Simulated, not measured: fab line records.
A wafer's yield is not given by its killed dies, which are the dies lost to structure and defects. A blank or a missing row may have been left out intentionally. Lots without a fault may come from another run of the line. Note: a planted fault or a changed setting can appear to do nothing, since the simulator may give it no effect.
What tool caused it? -- flow gf180mcu -- 36 wafers from 12 lots sampled at 4 of the route's 602 steps

== WHAT THE GAUGES SHOWED, per wafer ==
GF_POLY_GATE_THK_MEAS_17.
lot,measured,on,POLY_GATE_OXIDATION_THK (nm)
L735,day 9 14:19,film_metro-04,3.91 4.00 4.10
L736,day 9 22:05,film_metro-02,4.07 4.12 4.07
L737,day 10 07:53,film_metro-02,3.99 4.06 4.02
L745,day 12 17:00,film_metro-04,4.06 4.02 3.96
L746,day 12 22:54,film_metro-04,4.03 3.99 4.04
L749,day 13 22:40,film_metro-01,4.03 3.96 4.02
L750,day 14 01:53,film_metro-04,3.90 3.99 3.90
L751,day 14 08:46,film_metro-04,3.97 3.98 4.04
L752,day 14 13:04,film_metro-01,3.87 3.86 3.86
L753,day 14 23:46,film_metro-02,3.94 3.86 4.03
L756,day 15 19:49,film_metro-01,3.96 3.96 3.91
L757,day 16 04:08,film_metro-02,3.86 3.89 3.91

GF_HV_LDD_OVL_MEAS_20.
lot,measured,on,HV_LDD_01_OVL (nm)
L735,day 11 01:40,overlay-01,0.4 0.2 2.5
L736,day 11 10:20,overlay-01,1.8 2.4 2.0
L737,day 11 20:25,overlay-02,-0.9 0.8 1.6
L745,day 14 08:58,overlay-01,-99.0 -98.7 -99.6
L746,day 14 15:10,overlay-02,-99.3 -99.2 -100.6
L749,day 15 17:22,overlay-01,1.1 1.8 1.5
L750,day 15 20:33,overlay-02,1.0 0.9 0.5
L751,day 16 03:50,overlay-02,0.6 0.6 -1.3
L752,day 16 09:20,overlay-02,-0.8 -0.6 -0.8
L753,day 16 19:47,overlay-02,-0.3 0.0 0.2
L756,day 17 16:04,overlay-02,-2.4 -3.3 -2.9
L757,day 18 02:23,overlay-01,2.2 0.3 1.4

== EACH LOT AND THE TOOL THAT RAN IT (in order: tool; ch and the chambers of the sampled wafers; start) ==
lot,GF_HV_LDD_STRIP_10,GF_HV_LDD_EXPOSE_16
L735,"plasma_asher-01 ch 0,1, day 10 07:46","iline_stepper-02 ch 0, day 10 16:36"
L736,"plasma_asher-02 ch 1, day 10 15:49","iline_stepper-01 ch 0, day 11 01:11"
L737,"plasma_asher-02 ch 0,1, day 11 02:10","iline_stepper-01 ch 0, day 11 11:16"
L745,"plasma_asher-01 ch 0,1, day 13 12:50","iline_stepper-01 ch 0, day 13 22:47"
L746,"plasma_asher-03 ch 0,1, day 13 19:02","iline_stepper-01 ch 0, day 14 04:55"
L749,"plasma_asher-02 ch 0,1, day 14 19:28","iline_stepper-02 ch 0, day 15 06:40"
L750,"plasma_asher-02 ch 0,1, day 14 23:18","iline_stepper-02 ch 0, day 15 10:16"
L751,"plasma_asher-01 ch 0,1, day 15 06:15","iline_stepper-02 ch 0, day 15 17:28"
L752,"plasma_asher-03 ch 0,1, day 15 11:07","iline_stepper-02 ch 0, day 15 22:18"
L753,"plasma_asher-03 ch 0,1, day 15 22:01","iline_stepper-02 ch 0, day 16 09:21"
L756,"plasma_asher-02 ch 0,1, day 16 17:40","iline_stepper-02 ch 0, day 17 04:58"
L757,"plasma_asher-01 ch 0,1, day 17 03:21","iline_stepper-02 ch 0, day 17 14:53"
- GF_HV_LDD_STRIP_10: strips in O2/N2.
- GF_HV_LDD_EXPOSE_16: exposes mask Pplus LV AREA, target cd 400 nm.

== AS READ BY THE TOOLS THEMSELVES (means over the sampled wafers that have a number; for cases with no such wafer, the mark the record gives instead) ==
GF_HV_LDD_STRIP_10.
lot,tool,drypump_motor_current_A (A),heater_power_w (W),o2_flow_sccm (sccm),oes_product_au (a.u.),strip_time_to_endpoint_s (s)
L735,plasma_asher-01,5.5,333,3011,0.712,12.63
L736,plasma_asher-02,5.4,387,2999,0.717,12.54
L737,plasma_asher-02,5.6,360,2995,0.718,12.61
L745,plasma_asher-01,5.5,334,2995,0.716,12.59
L746,plasma_asher-03,6.1,306,2992,0.717,12.60
L749,plasma_asher-02,5.6,361,2999,0.715,12.57
L750,plasma_asher-02,5.6,358,2991,0.717,12.57
L751,plasma_asher-01,5.4,340,3002,0.717,12.62
L752,plasma_asher-03,6.1,307,2990,0.721,12.57
L753,plasma_asher-03,5.9,310,2994,0.715,12.61
L756,plasma_asher-02,5.6,354,2992,0.709,12.58
L757,plasma_asher-01,5.7,339,3003,0.715,12.59

== THE ANSWER, worked out from the rows above alone ==
Rule: the usual values come from the lots themselves. Put in order of their means at a reading, lots are off if they are a third of the lots or fewer, leave a main group of 4 or more, and stand apart from it by a gap of 3 or more times the standard deviation of the main group's means; of several such gaps the widest counts. If all means in a main group match to the digits the tables above print for the reading, that group is not used. Also off: a lot with no number at a reading for which 4 or more lots have one. Any other lot the step has rows for is counted as sound. After the gauges, taken in route order, come the tools' own readings; for these a lot's mean is taken, as printed above. The first step at which some lot is off is used, and at that step the reading that is off furthest; a lot without a number counts as furthest.
Off: L745, L746, at GF_HV_LDD_OVL_MEAS_20 (HV_LDD_01_OVL). Main group: mean 0.3 nm, sd 1.3.
If a tool, at a process step before that reading, ran all the lots that are off and no sound lot after the first of them, it fits. Those tools and the gauges at GF_HV_LDD_OVL_MEAS_20 are tried in the same way. One candidate fits, namely iline_stepper-01 at GF_HV_LDD_EXPOSE_16. A fault onset in the window from L737 (day 11 11:16, its last sound lot) to L745 (day 13 22:47, its first lot off) fits.

== WHAT HAD BEEN PUT IN BY THE SIMULATOR ==
Scanner matching overlay: iline_stepper-01, from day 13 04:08 on, at GF_HV_LDD_EXPOSE_16. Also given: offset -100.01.
Lots struck among those shown: L745, L746. Same finding as the rule above.
